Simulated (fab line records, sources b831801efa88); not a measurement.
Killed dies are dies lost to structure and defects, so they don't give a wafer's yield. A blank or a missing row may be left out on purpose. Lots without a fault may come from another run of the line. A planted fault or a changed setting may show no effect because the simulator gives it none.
fab line records | flow gf180mcu | part 2 of 2: steps 30 to 40 of 40
record lots=5 wafers=15 last_day=33
route steps=602 shown V5@545 TOP_METAL@567
lots that met no fault: from a run of the same line without faults
start_h: hours from the record's first day to the start of the lot's first wafer shown | wait_h: hours since the lot's step before | " the same as in the row above | L1.1+2: a row that stands for several wafers | - no value, or no start given | * or withheld: withheld | < > ~ a bound
route shown NAME@n: a module of which the file shows steps, and the number in the route of the first | usual: mean/standard deviation of fault-free wafers | same: alike in all rows | chamber/n: place in a boat | sites: the reading at each site | _std_site: their standard deviation | _edge_site: outer sites' mean less inner sites' | radius_mm: how far each site lies from the wafer's centre | mask NAME#n: copy n | behind: the tool/chamber that last shaped the wafer | hold: why the lot was held/for how many hours/how that ended | device: the transistor (n, p or np) that didn't switch | end of line: the same wafers' tests at the end of the route | a step without rows: its recipe alone | killed: dies lost to structure and defects at the first sort, not the wafer's yield | map: a wafer's dies, x killed, . not, _ none there
set.NAME: the setting as run; set.NAME@STEP: as run at that earlier step | model.NAME: the simulator's own value behind a step, which no gauge read
lots at some steps of the route; a table a step, a row a wafer
services: from which hour (start_h, from the record's first day; less than 0 if before it) a tool's chamber was out of use, for how many hours, and why
## steps
# step GF_TOP_METAL_DEHYDRATE_07
# recipe temp_c=200 time_s=60
# columns lot.wafer tool chamber start_h wait_h
L074.2+4+6 litho_track-04 0 638.95 9.3
L083.3+5+6 litho_track-04 0 710.47 8.4
L086.1+3+6 litho_track-04 0 733.92 8.1
L093.2+3+5 litho_track-04 0 770.60 7.3
L094.1+3+6 litho_track-04 0 777.07 7.3
# step GF_TOP_METAL_HMDS_08
# recipe prime_time_s=60 prime_temp_c=120
# columns lot.wafer tool chamber start_h wait_h
L074.2+4+6 litho_track-04 0 639.10 0.1
L083.3+5+6 litho_track-04 0 710.62 0.1
L086.1+3+6 litho_track-04 0 734.07 0.1
L093.2+3+5 litho_track-04 0 770.75 0.1
L094.1+3+6 litho_track-04 0 777.22 0.1
# step GF_TOP_METAL_COAT_09
# recipe resist=NOVOLAK spin_rpm=3000 resist_thk_nm=1500
# columns lot.wafer tool chamber start_h wait_h
L074.2+4+6 litho_track-04 0 639.25 0.1
L083.3+5+6 litho_track-04 0 710.77 0.1
L086.1+3+6 litho_track-04 0 734.22 0.1
L093.2+3+5 litho_track-04 0 770.90 0.1
L094.1+3+6 litho_track-04 0 777.37 0.1
# step GF_TOP_METAL_SOFTBAKE_10
# recipe temp_c=90 time_s=60 resist=NOVOLAK
# columns lot.wafer tool chamber start_h wait_h
L074.2+4+6 litho_track-04 0 639.40 0.1
L083.3+5+6 litho_track-04 0 710.92 0.1
L086.1+3+6 litho_track-04 0 734.37 0.1
L093.2+3+5 litho_track-04 0 771.05 0.1
L094.1+3+6 litho_track-04 0 777.52 0.1
# step GF_TOP_METAL_EXPOSE_11
# recipe mask_id=MetalTop target_cd_nm=440 na=0.6 source_shape=conventional sigma_outer=0.6 dose_mj=170
# columns lot.wafer tool chamber start_h wait_h mask
L074.2+4+6 iline_stepper-01 0 - - MetalTop#0
L083.3+5+6 iline_stepper-02 0 - - MetalTop#0
L086.1+3+6 iline_stepper-01 0 - - MetalTop#0
L093.2+3+5 iline_stepper-02 0 - - MetalTop#0
L094.1+3+6 iline_stepper-01 0 - - MetalTop#0
# step GF_TOP_METAL_PEB_12
# recipe temp_c=withheld time_s=* resist=NOVOLAK
# columns lot.wafer tool chamber start_h wait_h
L074.2+4+6 litho_track-02 0 - -
L083.3+5+6 litho_track-01 0 - -
L086.1+3+6 litho_track-02 0 - -
L093.2+3+5 litho_track-04 0 - -
L094.1+3+6 litho_track-02 0 - -
# step GF_TOP_METAL_DEVELOP_13
# recipe develop_time_s=60 dev_temp_c=23
# columns lot.wafer tool chamber start_h wait_h
L074.2+4+6 litho_track-02 0 648.88 0.1
L083.3+5+6 litho_track-01 0 719.58 0.1
L086.1+3+6 litho_track-02 0 742.90 0.1
L093.2+3+5 litho_track-04 0 778.20 0.1
L094.1+3+6 litho_track-02 0 785.15 0.1
# step GF_TOP_METAL_CD_MEAS_14
# recipe target_cd_nm=440
# usual cd_nm=439.6/2.1
# columns lot.wafer tool chamber start_h wait_h cd_nm
L074.2 cd_sem-01 - 649.02 0.1 438.9
L074.4 " - " " 437.5
L074.6 " - " " 438.8
L083.3 cd_sem-01 - 719.72 0.1 441.4
L083.5 " - " " 439.9
L083.6 " - " " 440.8
L086.1 cd_sem-01 - 743.05 0.1 439.5
L086.3 " - " " 439.6
L086.6 " - " " 442.2
L093.2 cd_sem-02 - 778.34 0.1 439.9
L093.3 " - " " 438.9
L093.5 " - " " 439.2
L094.1 cd_sem-02 - 785.30 0.1 438.4
L094.3 " - " " 436.5
L094.6 " - " " 438.7
# step GF_TOP_METAL_OVL_MEAS_15
# usual TOP_METAL_OVL=0.1/1.5
# columns lot.wafer tool chamber start_h wait_h TOP_METAL_OVL[nm]
L074.2 overlay-01 - 649.13 0.1 -1.5
L074.4 " - " " -1.2
L074.6 " - " " -2.4
L083.3 overlay-02 - 719.81 0.1 -3.1
L083.5 " - " " -1.0
L083.6 " - " " -2.2
L086.1 overlay-01 - 743.17 0.1 3.4
L086.3 " - " " 2.8
L086.6 " - " " 3.6
L093.2 overlay-02 - 778.45 0.1 -0.1
L093.3 " - " " -0.3
L093.5 " - " " 0.1
L094.1 overlay-02 - 785.42 0.1 0.9
L094.3 " - " " 0.6
L094.6 " - " " 1.2
# step GF_TOP_METAL_METAL_ETCH_16
# recipe chemistry=Cl2/BCl3 mask_material=NOVOLAK target_depth_nm=1077.5 stop_on=SiO2 pressure_mtorr=8 icp_w=800 bias_w=135.2 Cl2_flow_sccm=80 bcl3_flow_sccm=40 time_s=179.6
# usual chamber_pressure_mTorr=8.001/0.0075 drypump_motor_current_A=5.9/0.4 oes_product_au=0.968/0.0067 throttle_valve_pct=28.254/0.01
# columns lot.wafer tool chamber start_h wait_h chamber_pressure_mTorr drypump_motor_current_A oes_product_au rf_hours_counter_h throttle_valve_pct
L074.2 rie_metal-01 1 649.16 0.0 8.006 6.1 0.975 0 28.244
L074.4 " 1 " " 8.005 6.1 0.958 - 28.261
L074.6 " 1 " " 8.022 6.1 0.969 - 28.245
L083.3 rie_metal-01 1 719.90 0.1 8.020 6.0 0.978 - 28.256
L083.5 " 0 " " 8.017 5.7 0.974 - 28.254
L083.6 " 1 " " 7.994 6.0 0.963 - 28.255
L086.1 rie_metal-01 1 743.21 0.0 8.007 6.0 0.960 4 28.252
L086.3 " 0 " " 7.998 5.7 0.966 - 28.237
L086.6 " 0 " " 8.002 5.7 0.962 - 28.249
L093.2 rie_metal-01 1 778.48 0.0 8.000 6.1 0.974 6 28.257
L093.3 " 1 " " 7.993 6.1 0.970 - 28.252
L093.5 " 1 " " 7.988 6.0 0.961 - 28.258
L094.1 rie_metal-01 1 785.46 0.0 7.996 6.1 0.988 6 28.240
L094.3 " 1 " " 7.989 6.1 0.981 - 28.224
L094.6 " 1 " " 7.997 6.1 0.979 - 28.249
# step GF_TOP_METAL_STRIP_17
# recipe chemistry=O2/N2 power_w=1400 pressure_mtorr=1500 platen_temp_c=250 o2_flow_sccm=3000 n2_flow_sccm=300 overash_fraction=0.5
# usual chamber_pressure_mTorr=1499.9/1.4 drypump_motor_current_A=5.7/0.43 heater_power_w=342/44 oes_product_au=0.711/0.0047 strip_time_to_endpoint_s=13.47/0.098
# columns lot.wafer tool chamber start_h wait_h chamber_pressure_mTorr drypump_motor_current_A heater_power_w oes_product_au rf_hours_counter_h strip_time_to_endpoint_s
L074.2 plasma_asher-02 0 649.33 0.1 1500.1 6.3 388 0.714 103 13.31
L074.4 " 1 " " 1501.1 5.9 351 0.706 - 13.39
L074.6 " 0 " " 1499.3 6.3 387 0.707 - 13.45
L083.3 plasma_asher-02 0 720.05 0.1 1500.6 6.3 396 0.709 - 13.44
L083.5 " 1 " " 1499.5 5.9 345 0.714 - 13.63
L083.6 " 0 " " 1500.5 6.3 394 0.710 - 13.41
L086.1 plasma_asher-02 1 743.38 0.1 1499.0 5.8 358 0.709 0 13.35
L086.3 " 1 " " 1500.3 5.9 372 0.709 - 13.51
L086.6 " 1 " " 1499.1 5.9 362 0.713 - 13.60
L093.2 plasma_asher-04 1 778.65 0.1 1499.9 6.1 327 0.709 67 13.31
L093.3 " 0 " " 1500.8 5.2 277 0.716 - 13.29
L093.5 " 0 " " 1499.6 5.2 263 0.712 - 13.36
L094.1 plasma_asher-04 1 785.63 0.1 1499.8 6.1 337 0.718 68 13.42
L094.3 " 1 " " 1500.9 6.1 330 0.708 - 13.40
L094.6 " 0 " " 1499.3 5.2 277 0.711 - 13.38
## services
# columns tool chamber start_h hours kind
cvd_w-02 - 596.67 1.8 repair
pvd_sputter-01 - 597.87 6.6 repair
iline_stepper-01 - 603.06 0.6 repair
rie_diel-04 - 607.68 1.8 repair
rie_diel-04 2 610.91 4.0 repair
pvd_sputter-02 - 620.32 12.1 repair
krf_scanner-01 - 621.65 0.8 pm
pvd_sputter-02 - 632.60 5.7 repair
krf_scanner-01 - 642.48 0.8 pm
iline_stepper-01 - 649.75 1.7 pm
iline_stepper-01 - 651.41 4.4 pm
krf_scanner-01 - 651.45 1.0 pm
cmp-01 - 664.73 3.8 pm
plasma_asher-04 - 666.78 15.6 pm
krf_scanner-01 - 673.33 0.4 repair
krf_scanner-01 - 693.48 0.5 repair
krf_scanner-01 - 701.51 4.0 pm
krf_scanner-01 - 730.04 1.3 pm
plasma_asher-02 - 733.75 9.0 pm
plasma_asher-02 - 747.92 17.5 pm
rie_diel-04 0 762.88 6.3 repair
plasma_asher-04 - 769.03 3.6 repair
plasma_asher-04 - 774.98 2.8 pm
wet_bench-04 - 782.68 1.5 repair
